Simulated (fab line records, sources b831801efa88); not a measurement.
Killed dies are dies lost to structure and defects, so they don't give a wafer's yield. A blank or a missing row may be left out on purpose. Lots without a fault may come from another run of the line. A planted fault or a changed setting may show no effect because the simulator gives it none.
A struck lot beside a sound one | flow sfq_line | 18 steps out of a route of 325
Sound: wafers L124.1, L124.3, L124.5. Struck: wafer L128.6. (L128.5 of the same lot was not struck and is left out.) The cause comes at the end.
At each step with rows: each side's tool, then ch and its chambers, then its first start. Under that, the readings that differ: sound wafers | struck wafers | difference of the means | sigmas: that difference in standard deviations of wafers without a fault.
alike: readings whose means differ by less than 2 such deviations, and words and numbers that are the same on both sides. not compared: withheld readings, readings that some wafer has no value for, bounds like >300 that may hide the same value, and numbers for which the record gives no deviation and whose values overlap.
The two part at a step that has a row with sigmas, a row that says differs or no value, or rows on one side only. Numbers that don't overlap but have no deviation are shown without sigmas and don't part them. A reading that every wafer of one side lacks parts them only if that side has two wafers or more.

first, 2 steps without rows for these wafers: SFQ_TRILAYER_I4_VIA_STRIP_SOLV_CLEAN_108 (cleans in NMP, time 600 s); SFQ_TRILAYER_JJ_TRILAYER_DEP_PRE_CLEAN_113 (time 22.5 s).
SFQ_TRILAYER_JJ_TRILAYER_DEP_SPUTTER_109: material Nb, target thk 150 nm, time 100 s.
  sound on pvd_sputter-03, day 40 00:10; struck on pvd_sputter-06, day 41 00:00
  alike: throttle_valve_pct
SFQ_TRILAYER_JJ_TRILAYER_DEP_SPUTTER_110: material Al, target thk 8 nm, time 10 s.
  sound on pvd_sputter-03, day 40 00:15; struck on pvd_sputter-06, day 41 00:03
  alike: throttle_valve_pct
then, 1 step without rows for these wafers: SFQ_TRILAYER_JJ_TRILAYER_DEP_AL_OXIDATION_111 (oxidation time 600 s).
SFQ_TRILAYER_JJ_TRILAYER_DEP_SPUTTER_112: material Nb, target thk 170 nm, time 113.3 s.
  sound on pvd_sputter-03, day 40 01:24; struck on pvd_sputter-06, day 41 01:06
  alike: throttle_valve_pct
SFQ_JJ_RS_MEAS_929: measures by four-point-probe.
  sound on film_metro-02, day 40 01:29; struck on film_metro-03, day 41 01:13
  reading           | sound             | struck | difference | sigmas
  JJ_NB_RS (ohm/sq) | 1.061 1.079 1.077 | 1.039  | -0.033     | -3
then, 4 steps without rows for these wafers: SFQ_TRILAYER_JJ_CE_LITHO_COAT_119 (resist thk 62 nm); SFQ_TRILAYER_JJ_CE_LITHO_COAT_114 (resist thk 600 nm); SFQ_TRILAYER_JJ_CE_LITHO_SOFTBAKE_118; SFQ_TRILAYER_JJ_CE_LITHO_EXPOSE_115 (exposes mask J5, target cd 700 nm).
SFQ_TRILAYER_JJ_CE_LITHO_PEB_117: peb time 60 s.
  sound on litho_track-02 ch 0, day 41 09:07; struck on litho_track-03 ch 0, day 42 12:37
then, 1 step without rows for these wafers: SFQ_TRILAYER_JJ_CE_LITHO_DEVELOP_116 (time 60 s).
SFQ_JJ_OVL_MEAS_931:
  sound on overlay-02, day 41 09:25; struck on overlay-01, day 42 12:50
  reading     | sound    | struck | difference | sigmas
  J5_OVL (nm) | -7 -9 -8 | 4      | +12        | +2
SFQ_TRILAYER_JJ_CE_METRO_MEASURE_117:
  sound on cd_sem-02, day 41 09:27; struck on cd_sem-02, day 42 13:39
  reading    | sound             | struck | difference | sigmas
  cd_nm (nm) | 699.2 699.8 699.3 | 672.1  | -27.3      | -18
SFQ_TRILAYER_JJ_CE_BARC_OPEN_RIE_150: chemistry O2, target BARC, target depth 240 nm, time 80 s.
  sound on rie_metal-04 ch 0, day 41 10:39; struck on rie_metal-03 ch 0, day 42 14:07
  reading                     | sound           | struck | difference | sigmas
  drypump_motor_current_A (A) | 6.0 6.0 6.0     | 5.1    | -0.9       | -2
  model.JJ.cd_nm (nm)         | 698.4 699.5 699 | 673.5  | -25.5      |
  alike: oes_product_au, rf_fwd_power_W
  not compared: rf_hours_counter_h
SFQ_TRILAYER_JJ_CE_ETCH_RIE_118: chemistry SF6, target Nb, stops on Al2O3, time 97.7 s, target depth 170 nm.
  sound on rie_metal-04 ch 0, day 41 10:44; struck on rie_metal-03 ch 0, day 42 14:13
  reading                     | sound             | struck | difference | sigmas
  drypump_motor_current_A (A) | 6.0 6.0 6.0       | 5.1    | -0.9       | -2
  oes_product_au (a.u.)       | 0.970 0.977 0.976 | 1.005  | +0.031     | +4
  model.JJ.cd_nm (nm)         | 699.8 701.3 701.5 | 671.5  | -29.4      |
  alike: rf_fwd_power_W
  not compared: rf_hours_counter_h
then, 1 step without rows for these wafers: SFQ_TRILAYER_JJ_ANODIZE_ANODIZE_119.

WHERE THEY PART
First at SFQ_JJ_RS_MEAS_929; last, within this record, at SFQ_TRILAYER_JJ_CE_ETCH_RIE_118.

WHY: what the simulator had put in
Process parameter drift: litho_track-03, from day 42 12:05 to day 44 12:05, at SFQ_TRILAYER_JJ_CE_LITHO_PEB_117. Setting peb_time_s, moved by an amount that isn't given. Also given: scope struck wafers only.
